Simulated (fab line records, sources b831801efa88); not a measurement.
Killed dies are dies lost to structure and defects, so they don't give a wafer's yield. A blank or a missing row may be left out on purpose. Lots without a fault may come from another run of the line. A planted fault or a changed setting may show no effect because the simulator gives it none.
A struck lot beside a sound one | flow sky130 | 26 steps out of a route of 708
Sound: wafers L290.2, L290.4, L290.6. Struck: wafers L301.4, L301.5. (L301.2 of the same lot was not struck and is left out.) The cause comes at the end.
At each step with rows: each side's tool, then ch and its chambers, then its first start. Under that, the readings that differ: sound wafers | struck wafers | difference of the means | sigmas: that difference in standard deviations of wafers without a fault.
alike: readings whose means differ by less than 2 such deviations, and words and numbers that are the same on both sides. not compared: withheld readings, readings that some wafer has no value for, bounds like >300 that may hide the same value, and numbers for which the record gives no deviation and whose values overlap.
The two part at a step that has a row with sigmas, a row that says differs or no value, or rows on one side only. Numbers that don't overlap but have no deviation are shown without sigmas and don't part them. A reading that every wafer of one side lacks parts them only if that side has two wafers or more.

first, 8 steps without rows for these wafers: SKY_FIELD_ISO_DEHYDRATE_05 (time 60 s); SKY_FIELD_ISO_HMDS_06 (prime time 60 s); SKY_FIELD_ISO_COAT_07 (resist thk 60 nm); SKY_FIELD_ISO_COAT_08 (resist thk 450 nm); SKY_FIELD_ISO_SOFTBAKE_09 (time 90 s); SKY_FIELD_ISO_EXPOSE_10 (exposes mask FOM, target cd 150 nm); SKY_FIELD_ISO_PEB_11; SKY_FIELD_ISO_DEVELOP_12 (develop time 60 s).
SKY_FIELD_ISO_CD_MEAS_13: target cd 150 nm.
  sound on cd_sem-02, day 2 10:16; struck on cd_sem-01, day 4 20:07
  alike: cd_nm
SKY_FIELD_ISO_ETCH_14: etches BARC in N2/H2, stops on SiO2, time 45.9 s, target depth 60 nm.
  sound on rie_diel-01 ch 1,2, day 2 10:22; struck on rie_diel-04 ch 1,2, day 4 20:13
  alike: bias_w, drypump_motor_current_A, oes_product_au, rf_fwd_power_W, throttle_valve_pct
  not compared: rf_hours_counter_h
SKY_FIELD_ISO_ETCH_15: etches the open film in CHF3/O2, stops on Si, target depth 180 nm, time 72 s.
  sound on rie_diel-01 ch 1,2, day 2 10:25; struck on rie_diel-04 ch 1,2, day 4 20:16
  reading    | sound             | struck      | difference | sigmas
  bias_w (W) | 200.2 199.0 198.5 | 200.4 200.5 | +1.2       | +2
  alike: drypump_motor_current_A, oes_product_au, rf_fwd_power_W, throttle_valve_pct
  not compared: rf_hours_counter_h
SKY_FIELD_ISO_STRIP_16: strips in O2/N2.
  sound on plasma_asher-01 ch 0,1, day 2 10:28; struck on plasma_asher-01 ch 0,1, day 4 20:19
  alike: drypump_motor_current_A, oes_product_au, strip_time_to_endpoint_s
  not compared: rf_hours_counter_h
SKY_FIELD_ISO_ETCH_17: etches Si in HBr/Cl2/O2, target depth 342 nm, time 97.7 s.
  sound on rie_si-02 ch 0,1, day 2 10:34; struck on rie_si-02 ch 2, day 4 20:25
  reading                                     | sound                | struck        | difference | sigmas
  drypump_motor_current_A (A)                 | 6.1 6.3 6.3          | 5.0 4.9       | -1.3       | -3
  oes_product_au (a.u.)                       | 0.989 0.995 0.987    | 0.806 0.801   | -0.187     | -20
  throttle_valve_pct (%)                      | 25.653 25.672 25.670 | 25.794 25.791 | +0.128     | +13
  model.FIELD_ISO.feature_depth_nm (nm)       | 339.6 336.7 333.7    | 239.3 239.3   | -97.4      |
  model.etch.depth_nm (nm)                    | 339.6 336.7 333.7    | 239.3 239.3   | -97.4      |
  model.Si3N4_of_FIELD_ISO_CVD_03.thk_nm (nm) | 149.7 148.6 146.9    | 152.3 153.9   | +4.7       |
  alike: bias_w, rf_fwd_power_W
  not compared: rf_hours_counter_h
then, 5 steps without rows for these wafers: SKY_FIELD_ISO_WET_ETCH_18 (etches Si3N4 in H3PO4, target depth 25 nm, time 286 s); SKY_FIELD_ISO_CLEAN_19 (cleans in SC1/SC2, time 150 s); SKY_FIELD_ISO_CLEAN_20 (cleans in dHF, time 19.36 s); SKY_FIELD_ISO_WET_ETCH_21 (etches SiO2 in dHF, target depth 20 nm, time 400 s); SKY_FIELD_ISO_OXIDATION_22 (stabilise 600 s, purge 300 s, target thk 10 nm).
SKY_FIELD_ISO_THK_MEAS_23:
  sound on film_metro-02, day 2 15:11; struck on film_metro-03, day 5 00:36
  alike: FIELD_ISO_OXIDATION_01_THK
then, 1 step without rows for these wafers: SKY_FIELD_ISO_CVD_24 (deposits SiO2, target thk 595 nm, time 99.2 s).
SKY_FIELD_ISO_THK_MEAS_25:
  sound on film_metro-01, day 2 15:19; struck on film_metro-01, day 5 00:44
  reading                   | sound       | struck  | difference | sigmas
  FIELD_ISO_CVD_24_THK (nm) | 584 595 594 | 603 604 | +12        | +2
then, 1 step without rows for these wafers: SKY_FIELD_ISO_ANNEAL_26 (time 1800 s).
SKY_FIELD_ISO_CMP_27: polishes, stops on Si3N4, t overpolish 16 s, target thk 457.8 nm.
  sound on cmp-01 ch 0,3, day 2 18:05; struck on cmp-02 ch 0,2, day 5 04:44
  alike: edge_zone_pressure_frac, motor_current_A, overpolish_run_s, time_to_endpoint_s
SKY_FIELD_ISO_WET_ETCH_28: etches SiO2 in dHF, target depth 23.7 nm, time 47 s.
  sound on wet_bench-03 ch 2, day 2 18:23; struck on wet_bench-02 ch 1, day 5 04:59
  reading                                     | sound             | struck      | difference | sigmas
  model.Si3N4_of_FIELD_ISO_CVD_03.thk_nm (nm) | 118.8 117.8 115.9 | 120.7 122.5 | +4.1       |
then, 1 step without rows for these wafers: SKY_FIELD_ISO_WET_ETCH_29 (etches Si3N4 in H3PO4, target depth 160 nm, time 1825 s).
-- the record jumps here: 45 days lie between the struck wafers' starts before and after (it left off in module FIELD_ISO and takes up again in module PAD_OPEN, whose first step shown is number 708 of the route) --
SKY_PAD_OPEN_PROBE_99:
  sound on prober-02, day 47 02:50; struck on prober-01, day 49 22:34
  reading                                 | sound                         | struck             | difference | sigmas
  model.etest.res_p_drift_20v.line_ohm_um | 1.067e+04 1.048e+04 1.02e+04  | 7766 7892          | -2621      |
  model.etest.res_p_drift_20v.rs_ohm_sq   | 9041 8822 8677                | 6588 6616          | -2245      |
  model.etest.pfet_16v.r_on_ohm_um        | 1.479e+04 1.472e+04 1.459e+04 | 1.277e+04 1.28e+04 | -1.915e+03 |
  model.etest.res_iso_pwell.rs_ohm_sq     | 2840 2830 2726                | 1901 1916          | -890       |
  model.etest.res_iso_pwell.line_ohm_um   | 1083 1073 1022                | 714 730.7          | -337       |
  model.etest.res_nwell.line_ohm_um       | 1050 1053 1032                | 893.6 903.1        | -146.6     |
  model.etest.res_nwell.rs_ohm_sq         | 894.1 884.9 873.7             | 743.8 739.1        | -142.8     |
  model.etest.cap_poly_to_well.c_af_um2   | 92.25 92.04 96.14             | 125.4 124.3        | +31.4      |
  alike: killed_at_M0_to_M3, killed_at_M4_up, killed_at_contacts, killed_at_front_end, killed_at_other, killed_dies, killed_open, killed_short

WHERE THEY PART
First at SKY_FIELD_ISO_ETCH_15; last, within this record, at SKY_FIELD_ISO_THK_MEAS_25. Later steps at which nothing parts them and some readings are alike: SKY_FIELD_ISO_CMP_27, SKY_PAD_OPEN_PROBE_99.

WHY: what the simulator had put in
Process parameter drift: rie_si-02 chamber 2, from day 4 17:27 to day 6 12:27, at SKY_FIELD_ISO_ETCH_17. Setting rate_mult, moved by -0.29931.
